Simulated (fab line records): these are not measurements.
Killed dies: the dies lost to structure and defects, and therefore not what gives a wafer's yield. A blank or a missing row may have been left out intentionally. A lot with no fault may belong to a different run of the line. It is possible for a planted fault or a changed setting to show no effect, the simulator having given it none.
Which of the tools did it?    flow sky130    12 lots with 36 wafers sampled at 5 steps, on a route of 708 steps

WHAT THE GAUGES READ, wafer by wafer
SKY_POLY_GATE_CD_MEAS_13: target cd 150 nm. Usual: 150.1 nm for cd-nm, sd 1.3.
lot   measured      on         cd-nm (nm)         flag
L928  day 16 03:11  cd-sem-02  148.7 149.7 148.3  
L930  day 16 18:39  cd-sem-02  151.3 149.6 150.0  
L931  day 17 02:01  cd-sem-02  150.8 151.9 151.2  
L932  day 17 09:13  cd-sem-01  152.2 150.6 152.1  
L933  day 17 19:40  cd-sem-02  148.0 147.8 147.0  
L934  day 18 05:43  cd-sem-02  152.1 152.0 151.3  
L935  day 18 20:37  cd-sem-01  150.4 150.3 151.3  
L944  day 22 05:43  cd-sem-01  150.9 149.6 150.3  
L945  day 22 10:19  cd-sem-01  152.2 151.1 151.3  
L946  day 23 06:14  cd-sem-01  152.9 152.5 151.1  
L949  day 23 19:08  cd-sem-01  151.8 149.8 152.0  
L950  day 24 04:16  cd-sem-01  150.2 150.0 150.4  

SKY_LDD_HVN_OVL_MEAS_07. Usual: LDD_HVN_OVL -0.7 nm, standard deviation 1.4.
lot   measured      on          LDD_HVN_OVL (nm)  flag
L928  day 19 23:10  overlay-02  -1.3 -0.1 0.9     
L930  day 20 15:34  overlay-01  0.4 0.0 0.0       
L931  day 21 02:49  overlay-01  -2.7 -1.0 -2.4    
L932  day 21 11:31  overlay-02  -0.8 -0.5 -1.9    
L933  day 21 20:52  overlay-02  0.7 0.9 1.9       
L934  day 22 07:12  overlay-02  -1.5 -0.9 -1.0    
L935  day 22 20:52  overlay-01  1.5 1.8 0.2       
L944  day 26 01:07  overlay-01  -0.2 -0.5 -0.2    
L945  day 26 06:19  overlay-01  -0.6 -0.7 -1.6    
L946  day 27 01:46  overlay-01  -2.9 -1.8 -1.7    
L949  day 27 12:58  overlay-02  1.2 0.7 0.5       
L950  day 27 22:58  overlay-01  -0.2 0.7 -0.7     

SKY_LDD_HVN_TW_MEAS_10. Usual: LDD_HVN_TW 1450, standard deviation 14.
lot   measured      on             LDD_HVN_TW      flag
L928  day 19 23:28  film-metro-02  1440 1441 1438  
L930  day 20 15:52  film-metro-01  1411 1424 1417  
L931  day 21 03:06  film-metro-02  1449 1449 1446  
L932  day 21 11:48  film-metro-02  1450 1447 1444  
L933  day 21 21:09  film-metro-02  1450 1452 1453  
L934  day 22 07:29  film-metro-03  1465 1460 1463  
L935  day 22 21:09  film-metro-01  1419 1422 1420  
L944  day 26 01:24  film-metro-03  1461 1452 1454  
L945  day 26 06:36  film-metro-02  1447 1454 1448  
L946  day 27 02:04  film-metro-02  1440 1439 1442  
L949  day 27 13:16  film-metro-03  1470 1463 1459  
L950  day 27 23:15  film-metro-01  1436 1439 1428  

SKY_SPACER_THK_MEAS_01. Usual: SPACER_CVD_00_THK 43.1 nm, standard deviation 0.39.
lot   measured      on             SPACER_CVD_00_THK (nm)  flag
L928  day 22 15:25  film-metro-02  43.5 43.4 43.3          
L930  day 23 08:03  film-metro-02  42.6 42.9 43.1          
L931  day 23 18:16  film-metro-04  43.6 43.7 43.6          
L932  day 24 03:32  film-metro-04  43.3 43.2 43.1          
L933  day 24 11:59  film-metro-02  43.0 43.1 43.2          
L934  day 24 21:02  film-metro-02  40.1 39.6 39.5          OFF
L935  day 25 11:41  film-metro-02  39.2 40.1 40.0          OFF
L944  day 28 14:32  film-metro-01  43.4 43.2 43.5          
L945  day 28 18:23  film-metro-01  42.4 42.1 42.5          
L946  day 29 14:53  film-metro-02  42.9 42.7 42.7          
L949  day 30 00:38  film-metro-02  42.9 42.7 42.5          
L950  day 30 09:43  film-metro-01  43.3 43.4 43.1          

EACH LOT AND THE TOOL THAT RAN IT (in order: tool; ch and the chambers of the sampled wafers; start)
lot   SKY_SPACER_CVD_00
L928  lpcvd-02 ch 0, day 22 14:12
L930  lpcvd-02 ch 1, day 23 06:49
L931  lpcvd-02 ch 1, day 23 17:03
L932  lpcvd-02 ch 1, day 24 02:20
L933  lpcvd-02 ch 0, day 24 10:47
L934  lpcvd-02 ch 1, day 24 19:50
L935  lpcvd-02 ch 0, day 25 10:29
L944  lpcvd-02 ch 0, day 28 12:44
L945  lpcvd-02 ch 0, day 28 16:34
L946  lpcvd-02 ch 1, day 29 13:40
L949  lpcvd-02 ch 1, day 29 23:26
L950  lpcvd-02 ch 0, day 30 08:30
- SKY_SPACER_CVD_00: deposits Si3N4 from DCS/NH3, target thk 43.1 nm, time 740 s.

AS READ BY THE TOOLS THEMSELVES (means over the sampled wafers that have a number; for cases with no such wafer, the mark the record gives instead)
SKY_SPACER_CVD_00. Usual: 769.7 C for spike-tc-centre-C, sd 1.2.
lot   tool      spike-tc-centre-C (C)  flag
L928  lpcvd-02  770.3                  
L930  lpcvd-02  770.0                  
L931  lpcvd-02  771.3                  
L932  lpcvd-02  769.4                  
L933  lpcvd-02  769.7                  
L934  lpcvd-02  768.9                  
L935  lpcvd-02  769.7                  
L944  lpcvd-02  770.8                  
L945  lpcvd-02  769.7                  
L946  lpcvd-02  770.4                  
L949  lpcvd-02  769.9                  
L950  lpcvd-02  769.7                  

THE ANSWER, worked out from the rows above alone
Rule: take the mean of a lot's wafers that have a number; if it is more than 3 standard deviations from the usual mean, the lot is off. Also off: a lot with no number at a reading for which 4 or more lots have one. Any other lot the step has rows for is counted as sound. Order of review: gauges by route order, followed by the tools' own readings, for which a lot's mean as printed above is used. The first step at which some lot is off is used, and at that step the reading that is off furthest; a lot without a number counts as furthest.
Off: L934, L935, at SKY_SPACER_THK_MEAS_01 (SPACER_CVD_00_THK).
A tool fits if, at a process step before that reading, it ran every lot that is off, and no sound lot after the first of them. Those tools and the gauges at SKY_SPACER_THK_MEAS_01 are tried in the same way. Of those tried, none fits.

WHAT HAD BEEN PUT IN BY THE SIMULATOR
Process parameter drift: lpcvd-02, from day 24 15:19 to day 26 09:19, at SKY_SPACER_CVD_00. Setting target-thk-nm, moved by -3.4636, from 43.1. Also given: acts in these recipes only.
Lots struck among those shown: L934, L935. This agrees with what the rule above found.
